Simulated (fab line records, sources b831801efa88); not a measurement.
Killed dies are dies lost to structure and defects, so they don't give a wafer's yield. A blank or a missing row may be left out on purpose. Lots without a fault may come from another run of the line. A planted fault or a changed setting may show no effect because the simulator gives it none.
A struck lot beside a sound one | flow sky130 | 36 steps out of a route of 708
Sound: wafers L537.2, L537.3, L537.5. Struck: wafers L528.2, L528.4, L528.5. The cause comes at the end.
At each step with rows: each side's tool, then ch and its chambers, then its first start. Under that, the readings that differ: sound wafers | struck wafers | difference of the means | sigmas: that difference in standard deviations of wafers without a fault.
alike: readings whose means differ by less than 2 such deviations, and words and numbers that are the same on both sides. not compared: withheld readings, readings that some wafer has no value for, bounds like >300 that may hide the same value, and numbers for which the record gives no deviation and whose values overlap.
The two part at a step that has a row with sigmas, a row that says differs or no value, or rows on one side only. Numbers that don't overlap but have no deviation are shown without sigmas and don't part them. A reading that every wafer of one side lacks parts them only if that side has two wafers or more.

first, 10 steps without rows for these wafers: SKY_GATE_OXIDE_COAT_05 (resist thk 1140 nm); SKY_GATE_OXIDE_SOFTBAKE_06 (time 60 s); SKY_GATE_OXIDE_EXPOSE_07 (exposes mask LVOM, target cd 600 nm); SKY_GATE_OXIDE_PEB_08; SKY_GATE_OXIDE_DEVELOP_09 (develop time 60 s); SKY_GATE_OXIDE_IMPLANT_11; SKY_GATE_OXIDE_WET_ETCH_12 (etches SiO2 in dHF, target depth 16.8 nm, time 336 s); SKY_GATE_OXIDE_STRIP_13 (strips in O2/N2); SKY_GATE_OXIDE_CLEAN_15 (cleans in SC1/SC2, time 150 s); SKY_GATE_OXIDE_OXIDATION_16 (stabilise 600 s, purge 300 s, target thk 3.57 nm).
SKY_POLY_GATE_CVD_00: deposits poly-Si, target thk 180 nm, time 720 s.
  sound on lpcvd-01 ch 1, day 21 10:02; struck on lpcvd-01 ch 1, day 18 15:58
  reading                                       | sound             | struck            | difference | sigmas
  spike_tc_centre_C (C)                         | 621.0 622.2 621.0 | 630.6 628.2 628.7 | +7.8       | +7
  spike_tc_upper_C (C)                          | 622.1 620.2 619.9 | 569.6 568.1 568.2 | -52.1      | -43
  zone_power_centre_pct (%)                     | 8.9 8.8 8.8       | 13.0 12.9 12.9    | +4.1       | +10
  zone_power_lower_pct (%)                      | 9.66 9.49 9.64    | 9.01 8.99 8.97    | -0.61      | -3
  zone_power_top_pct (%)                        | 19.9 20.1 19.5    | 25.3 25.6 25.9    | +5.8       | +5
  zone_power_upper_pct (%)                      | 7.8 7.9 7.9       | 0.0 0.0 0.0       | -7.9       | -17
  model.poly-Si_of_POLY_GATE_CVD_00.thk_nm (nm) | 183.1 183.3 182.1 | 113.3 110.1 111.8 | -71.1      |
  alike: spike_tc_lower_C, zone_power_bottom_pct
SKY_POLY_GATE_THK_MEAS_01:
  sound on film_metro-02, day 21 11:15; struck on film_metro-02, day 18 17:11
  reading                   | sound             | struck            | difference | sigmas
  POLY_GATE_CVD_00_THK (nm) | 183.2 183.2 182.2 | 113.4 110.2 111.8 | -71.1      | -44
then, 9 steps without rows for these wafers: SKY_RES_PROTECT_DEHYDRATE_00 (time 60 s); SKY_RES_PROTECT_HMDS_01 (prime time 60 s); SKY_RES_PROTECT_COAT_02 (resist thk 1140 nm); SKY_RES_PROTECT_SOFTBAKE_03 (time 60 s); SKY_RES_PROTECT_EXPOSE_04 (exposes mask RPM, target cd 1270 nm); SKY_RES_PROTECT_PEB_05; SKY_RES_PROTECT_DEVELOP_06 (develop time 60 s); SKY_POLY_GATE_IMPLANT_02; SKY_RES_PROTECT_STRIP_07 (strips in O2/N2).
SKY_RES_PROTECT_CLEAN_09: cleans in SC1/SC2, time 150 s.
  sound on wet_bench-01 ch 0, day 22 17:55; struck on wet_bench-02 ch 1, day 19 23:51
  reading                                       | sound             | struck            | difference | sigmas
  model.poly-Si_of_POLY_GATE_CVD_00.thk_nm (nm) | 182.5 182.7 181.5 | 112.7 109.5 111.2 | -71.1      |
then, 11 steps without rows for these wafers: SKY_POLY_GATE_CVD_03 (deposits Si3N4 from DCS/NH3, target thk 75 nm, time 1290 s); SKY_POLY_GATE_DEHYDRATE_05 (time 60 s); SKY_POLY_GATE_HMDS_06 (prime time 60 s); SKY_POLY_GATE_COAT_07 (resist thk 110 nm); SKY_POLY_GATE_COAT_08 (resist thk 450 nm); SKY_POLY_GATE_SOFTBAKE_09 (time 90 s); SKY_POLY_GATE_EXPOSE_10 (exposes mask P1M, target cd 150 nm); SKY_POLY_GATE_PEB_11; SKY_POLY_GATE_DEVELOP_12 (develop time 60 s); SKY_POLY_GATE_ETCH_15 (etches BARC in N2/H2, stops on SiO2, time 118.5 s, target depth 110 nm); SKY_POLY_GATE_ETCH_16 (etches Si3N4 in CH3F/O2, stops on poly-Si, time 147.5 s, target depth 75 nm).
SKY_POLY_GATE_ETCH_17: etches poly-Si in HBr/Cl2, stops on SiO2, target depth 180 nm, time 70.5 s.
  sound on rie_si-02 ch 0,2,3, day 24 01:14; struck on rie_si-01 ch 0,1,3, day 21 08:29
  reading                               | sound             | struck            | difference | sigmas
  oes_product_au (a.u.)                 | 0.983 0.988 0.998 | 0.721 0.713 0.718 | -0.272     | -42
  model.etch.depth_nm (nm)              | 179.8 179.8 181.5 | 112.7 109.5 111.2 | -69.2      |
  model.POLY_GATE.feature_depth_nm (nm) | 179.8 179.8 181.5 | 112.7 109.5 111.2 | -69.2      |
  alike: bias_w, drypump_motor_current_A, throttle_valve_pct
  not compared: rf_hours_counter_h
then, 1 step without rows for these wafers: SKY_POLY_GATE_STRIP_18 (strips in O2/N2).
-- the record jumps here: 28 days lie between the struck wafers' starts before and after (it left off in module POLY_GATE and takes up again in module PAD_OPEN, whose first step shown is number 708 of the route) --
SKY_PAD_OPEN_PROBE_99:
  sound on prober-02, day 50 13:20; struck on prober-01, day 49 00:31
  reading                               | sound             | struck            | difference | sigmas
  model.etest.res_high_po.line_ohm_um   | 733.5 742.3 737.1 | 1113 1177 1159    | +412       |
  model.etest.pfet_01v8.r_on_ohm_um     | 2890 2901 2916    | 2977 3180 3087    | +179       |
  model.etest.res_poly.line_ohm_um      | 508.8 501.6 508   | 813.9 836.2 832.7 | +321.5     |
  model.etest.tip_p.rs_ohm_sq           | 6858 6840 6865    | 7036 7160 7038    | +224       |
  model.etest.tip_sonos.rs_ohm_sq       | 2553 2578 2572    | 2527 2510 2522    | -48        |
  model.etest.res_high_po.rs_ohm_sq     | 254.9 256.2 257.9 | 393.4 412.3 410.8 | +149.2     |
  model.etest.nfet_01v8_lvt.drive_ua_um | 575.2 578.4 566.8 | 604.2 604 590.4   | +26.1      |
  model.etest.nfet_01v8.drive_ua_um     | 507.2 510.8 496.2 | 530.6 533.9 516.4 | +22.2      |
  alike: killed_at_M0_to_M3, killed_at_M4_up, killed_at_contacts, killed_at_front_end, killed_at_other, killed_dies, killed_open, killed_short

WHERE THEY PART
First at SKY_POLY_GATE_CVD_00; last, within this record, at SKY_POLY_GATE_ETCH_17. Later steps at which nothing parts them and some readings are alike: SKY_PAD_OPEN_PROBE_99.

WHY: what the simulator had put in
Process parameter drift: lpcvd-01, from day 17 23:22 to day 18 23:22, at SKY_POLY_GATE_CVD_00. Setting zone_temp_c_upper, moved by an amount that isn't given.
